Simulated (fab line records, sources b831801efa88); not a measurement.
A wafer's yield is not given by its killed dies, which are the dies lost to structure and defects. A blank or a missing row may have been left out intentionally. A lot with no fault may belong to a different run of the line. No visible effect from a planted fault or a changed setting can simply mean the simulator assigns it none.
Split-lot trial ; flow sky130 ; 23 wafers read from 5 lots, route of 708 steps

## THE SPLIT ITSELF
At SKY_VIA4_CVD_18 (deposits W, target thk 505 nm, time 152.14 s), the setting tempC was moved away from the recipe's 400 C on 8 of the 23 wafers read, by -1.8% to +2.2%. This setting was run at the recipe's value on the other wafers.

## SPLIT TO READING: what lies between them in the file, 1 step
- SKY_VIA4_RS_MEAS_19: measures by four-point-probe

## THE READING
VIA4_W_THK, in nm, at SKY_VIA4_THK_MEAS_20 (measures by xrf). Typical for fault-free wafers on this fab line: 492 nm, with standard deviation 5.1 nm.

wafer;tool, chamber at the split;tempC as run, C;against the recipe;VIA4_W_THK, nm;against lot-mates on the recipe
L075.1;cvdW-01, 0;400;recipe;490;-
L075.2;cvdW-01, 1;400;recipe;496;-
L075.5;cvdW-01, 0;400;recipe;492;-
L076.1;cvdW-01, 0;400;recipe;494;-
L076.3;cvdW-01, 1;392.6;-1.8%;432;-64
L076.4;cvdW-01, 0;400;recipe;498;-
L076.5;cvdW-01, 0;392.6;-1.8%;430;-66
L076.6;cvdW-01, 1;392.6;-1.8%;436;-60
L077.1;cvdW-01, 1;392.7;-1.8%;438;-54
L077.2;cvdW-01, 0;400;recipe;494;-
L077.3;cvdW-01, 1;392.7;-1.8%;439;-54
L077.5;cvdW-01, 1;392.7;-1.8%;430;-62
L077.6;cvdW-01, 0;400;recipe;491;-
L082.1;cvdW-02, 1;400;recipe;482;-
L082.2;cvdW-02, 0;400;recipe;493;-
L082.4;cvdW-02, 1;408.7;+2.2%;567;+79
L082.5;cvdW-02, 0;408.7;+2.2%;563;+75
L082.6;cvdW-02, 1;400;recipe;489;-
L083.1;cvdW-01, 1;400;recipe;488;-
L083.3;cvdW-01, 0;400;recipe;483;-
L083.4;cvdW-01, 1;400;recipe;479;-
L083.5;cvdW-01, 1;400;recipe;490;-
L083.6;cvdW-01, 0;400;recipe;483;-

THE FIT
A straight line over all 23 wafers: VIA4_W_THK changes by +31.9 nm for each +1% of tempC; r = +0.99; the points scatter about the line by 5.4 nm.
The same after taking each lot's own level away (the mean of its wafers on the recipe; 23 wafers): +33.7 nm for each +1%; r = +0.99; scatter 3.9 nm.
Per that fit: largest tempC move, reading shift of 73 nm.
Across the lots, their own levels run from 484.6 to 496.0 nm, a range of 2.2 times the standard deviation given above.
Consequently the slope shifts little with the lot-to-lot level, the two slopes agreeing.
Check: +72.5 nm against its lot-mates is what the line predicts for one of the wafers moved furthest among these (+2.2%) when that wafer is left out of the fit. It came out at +79 nm against them.

## FURTHER SPLITS ON THESE WAFERS
Before the reading, these wafers also passed through other splits. Each is held against what the fit with the lots' levels taken away leaves over:
other split on the same wafers;wafers away from the commonest value;r with VIA4_W_THK (lot level and that fit taken away)
SKY_METAL4_METAL_ETCH_18 timeS;11;-0.10

## THE WHOLE CHAIN: every reading that the file lists as answering this split, in the file's order
step;what it does;reading;change (the file's fit);r (the file's)
SKY_VIA4_CVD_18;deposits W, target thk 505 nm, time 152.14 s;W_of_VIA4_CVD_18.thkNm (the simulator's own value, which no gauge read);+34.4 nm for each +1% of the setting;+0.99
SKY_VIA4_RS_MEAS_19;measures by four-point-probe;VIA4_W_RS;-0.016 for each +1% of the setting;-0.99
SKY_VIA4_THK_MEAS_20;measures by xrf;VIA4_W_THK;+33.8 for each +1% of the setting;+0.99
SKY_VIA4_CMP_21;polishes, stops on SiO2, t overpolish 25 s, target thk 0 nm;timeToEndpointS;withheld for each +1% of the setting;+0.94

## FILE'S OWN FIT
VIA4_W_THK changes by +33.8 nm for each +1% of tempC, r = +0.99.
